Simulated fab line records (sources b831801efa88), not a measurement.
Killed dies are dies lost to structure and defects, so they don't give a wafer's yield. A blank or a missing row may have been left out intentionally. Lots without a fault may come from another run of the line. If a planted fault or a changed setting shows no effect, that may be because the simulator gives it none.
What tool caused it? || flow sfq-line || 7 lots, 21 wafers sampled, at 3 steps of a route of 325

## WHAT EACH GAUGE READ, for each wafer
SFQ_I3_BOW_MEAS_922.
{"lot": "L209", "measured": "day 44 15:29", "on": "film-metro-02", "I3_BOW (um)": "19 8 21"}
{"lot": "L211", "measured": "day 46 03:35", "on": "film-metro-04", "I3_BOW (um)": "9 0 10"}
{"lot": "L214", "measured": "day 46 12:32", "on": "film-metro-04", "I3_BOW (um)": "14 2 14"}
{"lot": "L216", "measured": "day 47 17:19", "on": "film-metro-01", "I3_BOW (um)": "4 1 11"}
{"lot": "L223", "measured": "day 49 06:48", "on": "film-metro-04", "I3_BOW (um)": "6 -1 -7"}
{"lot": "L227", "measured": "day 49 21:47", "on": "film-metro-04", "I3_BOW (um)": "5 8 -4"}
{"lot": "L229", "measured": "day 50 04:01", "on": "film-metro-02", "I3_BOW (um)": "2 1 2"}

## EACH LOT AND THE TOOL THAT RAN IT (in order: tool; ch and the chambers of the sampled wafers; start)
{"lot": "L209", "SFQ_TRILAYER_I3_DEP_PECVD_081": "pecvd-01 ch 0,2, day 44 07:35", "SFQ_TRILAYER_I3_CMP_CMP_082": "cmp-01 ch 0,2,3, day 44 13:28"}
{"lot": "L211", "SFQ_TRILAYER_I3_DEP_PECVD_081": "pecvd-04 ch 0,1,2, day 45 20:09", "SFQ_TRILAYER_I3_CMP_CMP_082": "cmp-01 ch 0,2,3, day 46 01:32"}
{"lot": "L214", "SFQ_TRILAYER_I3_DEP_PECVD_081": "pecvd-04 ch 0,2, day 46 07:51", "SFQ_TRILAYER_I3_CMP_CMP_082": "cmp-01 ch 0,1,2, day 46 09:32"}
{"lot": "L216", "SFQ_TRILAYER_I3_DEP_PECVD_081": "pecvd-02 ch 1,2, day 47 10:56", "SFQ_TRILAYER_I3_CMP_CMP_082": "cmp-01 ch 0,1,3, day 47 14:17"}
{"lot": "L223", "SFQ_TRILAYER_I3_DEP_PECVD_081": "pecvd-01 ch 0,1, day 48 21:26", "SFQ_TRILAYER_I3_CMP_CMP_082": "cmp-02 ch 1,2,3, day 49 04:47"}
{"lot": "L227", "SFQ_TRILAYER_I3_DEP_PECVD_081": "pecvd-02 ch 0,1,2, day 49 10:49", "SFQ_TRILAYER_I3_CMP_CMP_082": "cmp-02 ch 0,1,3, day 49 19:17"}
{"lot": "L229", "SFQ_TRILAYER_I3_DEP_PECVD_081": "pecvd-04 ch 1,2, day 49 15:37", "SFQ_TRILAYER_I3_CMP_CMP_082": "cmp-02 ch 0,1, day 50 01:31"}
- SFQ_TRILAYER_I3_DEP_PECVD_081: deposits SiO2 from SiH4/N2O, time 111.11 s, target thk 500 nm.
- SFQ_TRILAYER_I3_CMP_CMP_082: polishes SiO2.

## THE ANSWER, worked out from the rows above alone
Rule: usual is defined by the lots themselves. The widest of any qualifying gaps counts: lots, ordered by their means at a reading, are off when they make up no more than a third of the lots, leave a main group of 4 or more, and stand apart from it by 3 or more times the standard deviation of that group's means. A main group whose means are all the same, to the digits that the tables above print for the reading, isn't used. Also off: a lot with no number at a reading for which 4 or more lots have one. All remaining lots with rows at the step are treated as sound.
None of the lots is off at any reading shown; this tells nothing.

## WHAT THE SIMULATOR HAD INSERTED
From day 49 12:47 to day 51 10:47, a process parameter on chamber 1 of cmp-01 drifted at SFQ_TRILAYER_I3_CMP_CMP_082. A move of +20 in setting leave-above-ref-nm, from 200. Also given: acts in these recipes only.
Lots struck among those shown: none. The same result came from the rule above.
